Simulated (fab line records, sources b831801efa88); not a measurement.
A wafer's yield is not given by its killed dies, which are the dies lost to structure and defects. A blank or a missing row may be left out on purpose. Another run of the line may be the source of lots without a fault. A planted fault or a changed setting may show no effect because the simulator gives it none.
A lot that was struck, set against a sound lot -- flow gf180mcu -- 14 steps out of a route of 602
Sound: the wafers L296.2, L296.3, L296.4. Struck: wafer L310.6. (L310.1, L310.2 of the same lot were not struck and are left out.) The cause comes at the end.
Per side, at each step with rows, come the tool, then ch with its chambers, and then its first start. Under that, the readings that differ: sound wafers -- struck wafers -- difference of the means -- sigmas: that difference in standard deviations of wafers without a fault.
alike: same words and numbers on both sides, and readings whose means sit less than 2 such deviations apart. not compared: any withheld reading, any reading some wafer has no value for, any bound like >300 that may hide the same value, and any number with overlapping values for which the record gives no deviation.
The two part at a step that has a row with sigmas, a row that says differs or no value, or rows on one side only. Non-overlapping numbers with no deviation appear without sigmas and do not part them. A reading that every wafer of one side lacks parts them only if that side has two wafers or more.

GF_V4_CD_MEAS_14: target cd 260 nm.
  sound on cd-sem-01 at day 26 17:54; struck on cd-sem-02 at day 30 15:46
reading,sound,struck,difference,sigmas
cd-nm (nm),260.3 260.5 260.1,257.9,-2.4,-2
GF_V4_OVL_MEAS_15:
  sound on overlay-01 at day 26 18:01; struck on overlay-01 at day 30 15:53
  alike: V4_OVL
GF_V4_ETCH_16: etches BARC in N2/H2.
  sound on rie-diel-03 ch 0,1,2, day 26 18:02; struck on rie-diel-04 ch 2, day 30 15:55
  alike: drypump-motor-current-A, oes-product-au, throttle-valve-pct
GF_V4_ETCH_17: etches SiO2 in C4F8/O2/Ar, stops on TiN, target depth 630 nm.
  sound: rie-diel-03 ch 0,1,2; struck: rie-diel-04 ch 2
  alike: oes-product-au
then, 3 steps without rows for these wafers: GF_V4_STRIP_18 (strips in O2/N2); GF_V4_STRIP_19 (strips in post etch residue remover, time 1200 s); GF_V4_CLEAN_20 (cleans in DIW).
GF_V4_SPUTTER_21: material Ti, target thk 15 nm, time 80.02 s.
  sound on pvd-sputter-03 at day 26 18:42; struck on pvd-sputter-01 at day 30 16:37
reading,sound,struck,difference,sigmas
throttle-valve-pct (%),28.9 28.4 28.7,30.5,+1.8,+2
GF_V4_SPUTTER_22: material TiN, target thk 10 nm, time 40 s.
  sound on pvd-sputter-03 at day 26 18:46; struck on pvd-sputter-01 at day 30 16:41
  alike: throttle-valve-pct
then, 1 step without rows for these wafers: GF_V4_CVD_23 (deposits W, target thk 350 nm, time 104.9 s).
GF_V4_RS_MEAS_24: a four-point-probe measurement.
  sound on film-metro-02 at day 26 18:56; struck on film-metro-01 at day 30 16:50
  alike: V4_W_RS
GF_V4_THK_MEAS_25: measures by xrf.
  sound on film-metro-02 at day 26 19:02; struck on film-metro-01 at day 30 16:57
  alike: V4_W_THK
GF_V4_CMP_26: polishes, stops on SiO2, t overpolish 15 s, target thk 0 nm.
  sound on cmp-01 ch 0,1,3, day 26 19:05; struck on cmp-01 ch 3, day 30 17:01
reading,sound,struck,difference,sigmas
overpolish-run-s (s),15.001 14.997 14.999,0.042,-14.957,-99 or more
time-to-endpoint-s (s),80 79 74,133,+55,+11
  alike: motor-current-A
GF_MIM_SPUTTER_00: material Ti, target thk 37.5 nm, time 150 s.
  the record holds rows for the sound wafers here (pvd-sputter-04, day 26 19:23) but none for the struck ones

WHERE THEY PART
First at GF_V4_CD_MEAS_14; last, within this record, at GF_MIM_SPUTTER_00.

WHY: what the simulator had put in
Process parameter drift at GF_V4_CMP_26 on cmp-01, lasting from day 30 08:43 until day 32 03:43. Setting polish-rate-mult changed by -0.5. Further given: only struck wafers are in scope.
